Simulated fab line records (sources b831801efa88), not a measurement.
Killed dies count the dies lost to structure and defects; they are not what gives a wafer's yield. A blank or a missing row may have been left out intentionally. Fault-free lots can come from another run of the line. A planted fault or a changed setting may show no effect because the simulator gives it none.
Struck lot and sound lot, side by side | flow sky130 | 15 out of 708 route steps
Sound: the wafers L896.1, L896.2, L896.6. The struck wafers were L905.1, L905.2, L905.3. The cause is named last.
Each step with rows lists, per side, the tool, then ch with its chambers, then its first start. Under that, the readings that differ: sound wafers | struck wafers | difference of the means | sigmas: that difference in standard deviations of wafers without a fault.
alike: readings whose means differ by less than 2 such deviations, and words and numbers that are the same on both sides. not compared: withheld readings, readings that some wafer has no value for, bounds like >300 that may hide the same value, and numbers for which the record gives no deviation and whose values overlap.
A row with sigmas, a row that says differs or no value, or rows on one side alone: a step with any of these is where the two part. Numbers that have no deviation but don't overlap get no sigmas and don't part them. A reading that every wafer of one side lacks parts them only if that side has two wafers or more.

SKY_GATE_OXIDE_OVL_MEAS_10:
  sound on overlay-01, day 16 05:06; struck on overlay-01, day 19 09:46
  alike: GATE_OXIDE_OVL
then, 2 steps without rows for these wafers: SKY_GATE_OXIDE_IMPLANT_11; SKY_GATE_OXIDE_WET_ETCH_12 (etches SiO2 in dHF, target depth 16.8 nm, time 336 s).
SKY_GATE_OXIDE_STRIP_13: strips in O2/N2.
  sound on plasma-asher-01 ch 0,1, day 16 05:23; struck on plasma-asher-04 ch 0,1, day 19 10:03
  alike: drypump-motor-current-A, oes-product-au, strip-time-to-endpoint-s
  not compared: rf-hours-counter-h
SKY_GATE_OXIDE_TW_MEAS_14:
  sound on film-metro-02, day 16 05:29; struck on film-metro-03, day 19 10:09
  alike: GATE_OXIDE_TW
then, 3 steps without rows for these wafers: SKY_GATE_OXIDE_CLEAN_15 (cleans in SC1/SC2, time 150 s); SKY_GATE_OXIDE_OXIDATION_16 (stabilise 600 s, purge 300 s, target thk 3.57 nm); SKY_POLY_GATE_CVD_00 (deposits poly-Si, target thk 180 nm, time 720 s).
SKY_POLY_GATE_THK_MEAS_01:
  sound on film-metro-03, day 16 08:20; struck on film-metro-04, day 19 13:00
  alike: POLY_GATE_CVD_00_THK
then, 3 steps without rows for these wafers: SKY_RES_PROTECT_DEHYDRATE_00 (time 60 s); SKY_RES_PROTECT_HMDS_01 (prime time 60 s); SKY_RES_PROTECT_COAT_02 (resist thk 1140 nm).
SKY_RES_PROTECT_SOFTBAKE_03: time 60 s.
  sound on litho-track-03 ch 0, day 16 21:37; struck on litho-track-03 ch 0, day 20 05:01
  reading                  | sound             | struck            | difference | sigmas
  heater-power-total-W (W) | 56.62 56.53 56.60 | 59.22 59.14 59.09 | +2.57      | +58
  run-length-s (s)         | 89.52 89.68 89.60 | 82.31 82.46 82.35 | -7.23      | -33
  alike: chill-plate-temp-C, exhaust-pa
then, 2 steps without rows for these wafers: SKY_RES_PROTECT_EXPOSE_04 (exposes mask RPM, target cd 1270 nm); SKY_PAD_OPEN_PROBE_99.

## WHERE THEY PART
Only at SKY_RES_PROTECT_SOFTBAKE_03, as far as this record shows.

WHY: what had been put in by the simulator
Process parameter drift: litho-track-03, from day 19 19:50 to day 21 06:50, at SKY_RES_PROTECT_SOFTBAKE_03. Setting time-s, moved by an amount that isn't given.
